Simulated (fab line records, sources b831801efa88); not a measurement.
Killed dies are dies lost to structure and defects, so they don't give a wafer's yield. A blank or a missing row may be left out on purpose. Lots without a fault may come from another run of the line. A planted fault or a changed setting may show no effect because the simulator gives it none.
Problem report in the 8D (eight disciplines) form, filled by code | flow sky130 | the parts of the form that need people (team, actions taken, sign-off) are left out

1. THE PROBLEM
oes_product_au at SKY_VIA2_ETCH_14 reads a mean of 0.980 a.u. on 1 wafer of 1 lot; wafers without a fault read 0.855 a.u. with a standard deviation of 0.0051. That is +25 standard deviations from the usual mean.
The step: etches BARC in N2/H2, stops on SiO2, time 45.9 s, target depth 60 nm.
First seen on wafer L256.5, day 41 06:01, on rie_diel-03. The record holds 39 wafers of 13 lots with a number at this step. Rule for "out", or "out of limits": more than 4 standard deviations from the usual mean. The other wafers with a number count as sound.

2. WHAT IT IS AND WHAT IT IS NOT
question                    | is                           | is not
which readings at this step | oes_product_au, run_length_s | drypump_motor_current_A, throttle_valve_pct
which lots                  | L256                         | L241, L242, L243, L244, L245, L247, L249, L250, L251, L253, L260, L263
which wafers of those lots  | L256.5                       | L256.1, L256.4
read on which tools         | rie_diel-03                  | rie_diel-01, rie_diel-02
when                        | from day 41 06:01            | up to then (32 sound wafers); but 6 sound wafers of L260, L263 came after

3. SUSPECTS, AND WHAT RULES EACH OUT
Counting: a tool at a process step up to the reading stays a suspect if it ran every lot that is out. Sound lots after the first of them don't rule it out here, since some wafers of a struck lot are sound.
- rie_metal-01 at SKY_METAL2_DESCUM_17 (chemistry O2, time 8 s): kept. It ran the lot that is out, L256 (day 40 03:40); its last sound lot up to then is L253 (day 39 13:04).
- rie_diel-03 at SKY_VIA2_ETCH_14 (etches BARC in N2/H2, stops on SiO2, time 45.9 s, target depth 60 nm): kept. It ran the lot that is out, L256 (day 41 06:01); its last sound lot up to then is L253 (day 40 15:10). Its own readings are out on those wafers: oes_product_au, run_length_s.
- Within rie_diel-03 at SKY_VIA2_ETCH_14: the wafers that are out ran in chamber 1; their sound lot-mates ran in chambers 0, 2.
Left after counting: rie_metal-01 at SKY_METAL2_DESCUM_17, rie_diel-03 at SKY_VIA2_ETCH_14.

4. THE CAUSE (what the simulator had put in)
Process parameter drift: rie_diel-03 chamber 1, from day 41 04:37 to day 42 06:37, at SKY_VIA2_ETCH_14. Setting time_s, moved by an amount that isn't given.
Counting left 2 suspects, and this tool is among them.

5. THE CHAIN OF EFFECTS, in route order
Each row: a reading whose mean over the struck wafers that have a number lies more than 3 standard deviations from the usual. Only readings for which the record gives a usual standard deviation are gone through. hours: the time from each lot's start at the first step in this table that gives one to its start at this step, as a median over the lots. sigmas: the change in usual standard deviations.
hours | step             | reading        | usual      | on struck wafers | change | sigmas
0     | SKY_VIA2_ETCH_14 | oes_product_au | 0.855 a.u. | 0.980            | +0.125 | +25
0     | SKY_VIA2_ETCH_14 | run_length_s   | 74.2 s     | 67.9             | -6.3   | -13
The process steps in it:
- SKY_VIA2_ETCH_14: etches BARC in N2/H2, stops on SiO2, time 45.9 s, target depth 60 nm.

6. WHAT WOULD HAVE CAUGHT IT SOONER
In this record the first reading out of limits was taken at day 41 06:01, 1 hour after the fault began at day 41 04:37.
